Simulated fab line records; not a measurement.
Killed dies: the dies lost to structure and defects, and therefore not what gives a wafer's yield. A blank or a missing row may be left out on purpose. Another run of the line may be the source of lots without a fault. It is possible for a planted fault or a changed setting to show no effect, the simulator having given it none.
Which tool was responsible? / flow sky130 / 13 lots with 38 wafers sampled at 3 steps, on a route of 708 steps

== WHAT EACH GAUGE READ, for each wafer ==
SKY_VIA3_CD_MEAS_12 targets a cd of 200 nm.
lot=L611; measured=day 40 08:26; on=cd-sem-02; cd-nm (nm)=200.4 199.9 199.7
lot=L613; measured=day 41 05:26; on=cd-sem-02; cd-nm (nm)=200.1 199.8 200.6
lot=L614; measured=day 41 21:47; on=cd-sem-02; cd-nm (nm)=201.8 201.4 200.7
lot=L615; measured=day 41 22:51; on=cd-sem-02; cd-nm (nm)=201.5 201.5 201.9
lot=L616; measured=day 42 01:23; on=cd-sem-01; cd-nm (nm)=197.9 199.3 198.6
lot=L620; measured=day 42 19:23; on=cd-sem-02; cd-nm (nm)=201.1 199.7 198.9
lot=L622; measured=day 43 02:58; on=cd-sem-01; cd-nm (nm)=199.3 201.1 199.4
lot=L623; measured=day 43 14:14; on=cd-sem-01; cd-nm (nm)=199.2 200.5 198.5
lot=L625; measured=day 43 21:59; on=cd-sem-02; cd-nm (nm)=198.6 197.1 198.4
lot=L627; measured=day 44 11:04; on=cd-sem-01; cd-nm (nm)=199.7 201.7
lot=L629; measured=day 45 08:58; on=cd-sem-02; cd-nm (nm)=199.3 200.5 199.3
lot=L631; measured=day 45 14:14; on=cd-sem-01; cd-nm (nm)=199.5 199.2 198.6
lot=L632; measured=day 45 19:11; on=cd-sem-01; cd-nm (nm)=200.9 201.9 202.1

SKY_VIA3_THK_MEAS_23: measures by xrf.
lot=L611; measured=day 40 09:36; on=film-metro-01; VIA3_W_THK (nm)=387 386 382
lot=L613; measured=day 41 06:43; on=film-metro-01; VIA3_W_THK (nm)=388 392 388
lot=L614; measured=day 41 22:58; on=film-metro-03; VIA3_W_THK (nm)=390 385 389
lot=L615; measured=day 42 00:02; on=film-metro-03; VIA3_W_THK (nm)=381 372 376
lot=L616; measured=day 42 02:33; on=film-metro-01; VIA3_W_THK (nm)=385 386 386
lot=L620; measured=day 42 20:33; on=film-metro-02; VIA3_W_THK (nm)=387 381 383
lot=L622; measured=day 43 04:07; on=film-metro-03; VIA3_W_THK (nm)=378 382 377
lot=L623; measured=day 43 15:26; on=film-metro-01; VIA3_W_THK (nm)=383 395 388
lot=L625; measured=day 43 23:10; on=film-metro-01; VIA3_W_THK (nm)=383 383 388
lot=L627; measured=day 44 12:11; on=film-metro-01; VIA3_W_THK (nm)=391 399
lot=L629; measured=day 45 10:06; on=film-metro-02; VIA3_W_THK (nm)=385 382 385
lot=L631; measured=day 45 15:23; on=film-metro-01; VIA3_W_THK (nm)=396 397 402
lot=L632; measured=day 45 20:19; on=film-metro-02; VIA3_W_THK (nm)=389 379 383

== TOOL THAT RAN EACH LOT (tool first, then ch and the chambers of the sampled wafers, then the start) ==
lot=L611; SKY_VIA3_ETCH_15=rie-diel-02 ch 0,1,3, day 40 08:35
lot=L613; SKY_VIA3_ETCH_15=rie-diel-01 ch 0,1, day 41 05:38
lot=L614; SKY_VIA3_ETCH_15=rie-diel-02 ch 0,2, day 41 21:56
lot=L615; SKY_VIA3_ETCH_15=rie-diel-02 ch 0,1, day 41 23:03
lot=L616; SKY_VIA3_ETCH_15=rie-diel-04 ch 1,3, day 42 01:35
lot=L620; SKY_VIA3_ETCH_15=rie-diel-02 ch 0,2,3, day 42 19:35
lot=L622; SKY_VIA3_ETCH_15=rie-diel-04 ch 0,2,3, day 43 03:09
lot=L623; SKY_VIA3_ETCH_15=rie-diel-01 ch 0,1, day 43 14:26
lot=L625; SKY_VIA3_ETCH_15=rie-diel-01 ch 1,2,3, day 43 22:11
lot=L627; SKY_VIA3_ETCH_15=rie-diel-01 ch 0,2, day 44 11:12
lot=L629; SKY_VIA3_ETCH_15=rie-diel-04 ch 1,3, day 45 09:08
lot=L631; SKY_VIA3_ETCH_15=rie-diel-01 ch 0,1,3, day 45 14:26
lot=L632; SKY_VIA3_ETCH_15=rie-diel-02 ch 1,2, day 45 19:20
- SKY_VIA3_ETCH_15: etches SiO2 in C4F8/O2/Ar, stops on TiN, target depth 507 nm, time 78 s.

== WHAT THE TOOLS THEMSELVES READ (means of the sampled wafers that have a number; where no wafer has one, the mark that the record gives instead) ==
SKY_VIA3_ETCH_15.
lot=L611; tool=rie-diel-02; oes-product-au (a.u.)=0.953
lot=L613; tool=rie-diel-01; oes-product-au (a.u.)=0.951
lot=L614; tool=rie-diel-02; oes-product-au (a.u.)=0.956
lot=L615; tool=rie-diel-02; oes-product-au (a.u.)=0.953
lot=L616; tool=rie-diel-04; oes-product-au (a.u.)=0.949
lot=L620; tool=rie-diel-02; oes-product-au (a.u.)=0.955
lot=L622; tool=rie-diel-04; oes-product-au (a.u.)=0.954
lot=L623; tool=rie-diel-01; oes-product-au (a.u.)=0.948
lot=L625; tool=rie-diel-01; oes-product-au (a.u.)=0.951
lot=L627; tool=rie-diel-01; oes-product-au (a.u.)=0.946
lot=L629; tool=rie-diel-04; oes-product-au (a.u.)=0.953
lot=L631; tool=rie-diel-01; oes-product-au (a.u.)=0.954
lot=L632; tool=rie-diel-02; oes-product-au (a.u.)=0.953

== THE ANSWER, worked out from the rows above alone ==
Rule: usual is defined by the lots themselves. The widest of any qualifying gaps counts: lots, ordered by their means at a reading, are off when they make up no more than a third of the lots, leave a main group of 4 or more, and stand apart from it by 3 or more times the standard deviation of that group's means. If all means in a main group match to the digits the tables above print for the reading, that group is not used. Also off: a lot with no number at a reading for which 4 or more lots have one. The other lots that the step has rows for count as sound. First the gauges in route order, then the tools' own readings, where a lot's mean is used as printed above. At the first step where some lot is off, the reading lying furthest off is the one used; lots without a number count as furthest.
Nothing can be told from this: no lot is off at any reading shown.

== WHAT THE SIMULATOR HAD INSERTED ==
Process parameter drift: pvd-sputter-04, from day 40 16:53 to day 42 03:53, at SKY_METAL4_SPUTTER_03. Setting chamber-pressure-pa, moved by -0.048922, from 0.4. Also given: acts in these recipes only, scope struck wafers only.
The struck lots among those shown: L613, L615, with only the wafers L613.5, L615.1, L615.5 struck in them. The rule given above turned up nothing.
